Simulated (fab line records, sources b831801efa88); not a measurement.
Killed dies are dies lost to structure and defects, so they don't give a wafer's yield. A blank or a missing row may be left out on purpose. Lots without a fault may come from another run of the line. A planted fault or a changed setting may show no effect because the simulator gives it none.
One fault seen from 2 desks | flow sky130 | each desk has only its own numbers; what lay behind them comes last

THE TOOL OWNER'S DESK: wet_bench-01
The tool's own readings at SKY_FIELD_ISO_WET_ETCH_30 (etches SiO2 in dHF, target depth 25 nm, time 50 s): means of the sampled wafers that have a number, for each lot that ran on this tool. A lot is out of limits, marked OUT, if its mean lies more than 4 standard deviations from the usual mean; the brackets give that distance.
Columns: A = bath_heat_duty_pct at SKY_FIELD_ISO_WET_ETCH_30, usual 6.4 %; B = temp_c at SKY_FIELD_ISO_WET_ETCH_30, usual 24.98 C
lot  | first seen here | A              | B
L516 | day 2 18:23     | 6.5            | 24.92
L520 | day 3 08:38     | 6.3            | 24.86
L523 | day 4 01:01     | 6.6            | 24.93
L528 | day 5 04:30     | 27.4 (+31) OUT | 39.76 (+99 or more) OUT
This desk's finding: out of limits on L528; first on L528, day 5 04:30 (bath_heat_duty_pct at SKY_FIELD_ISO_WET_ETCH_30). In limits: L516, L520, L523.

THE METROLOGY DESK
What the gauges read, lot by lot, whatever tool the lot ran on: means of the sampled wafers that have a number. A lot is out of limits, marked OUT, if its mean lies more than 4 standard deviations from the usual mean; the brackets give that distance.
Columns: A = VT_ADJUST_HVTP_TW at SKY_VT_ADJUST_HVTP_TW_MEAS_11, usual 1367
lot  | first seen here | A
L516 | day 6 10:43     | 1344
L517 | day 6 11:18     | 1370
L519 | day 6 21:10     | 1345
L520 | day 7 03:24     | 1387
L521 | day 7 13:11     | 1396
L522 | day 7 22:25     | 1395
L523 | day 7 23:59     | 1365
L528 | day 9 12:24     | 1353
L530 | day 10 03:41    | 1388
L536 | day 11 09:33    | 1363
L537 | day 11 12:57    | 1349
L538 | day 11 22:11    | 1391
L539 | day 12 06:35    | 1355
This desk's finding: nothing out of limits on any of the 13 lots.

PUT TOGETHER
The tool owner's desk could have raised an alarm at day 5 04:30, on L528.
The metrology desk saw nothing out of limits.
The metrology desk has L528 on record, within its limits.
Of the lots named, all ran SKY_FIELD_ISO_WET_ETCH_30 on wet_bench-01.

WHAT THE SIMULATOR HAD PUT IN
Process parameter drift: wet_bench-01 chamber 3, from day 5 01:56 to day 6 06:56, at SKY_FIELD_ISO_WET_ETCH_30. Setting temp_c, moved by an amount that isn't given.
Lots struck among those shown: L528.
Hours from the fault's start to each desk's first reading out of limits: the tool owner's desk, 3.
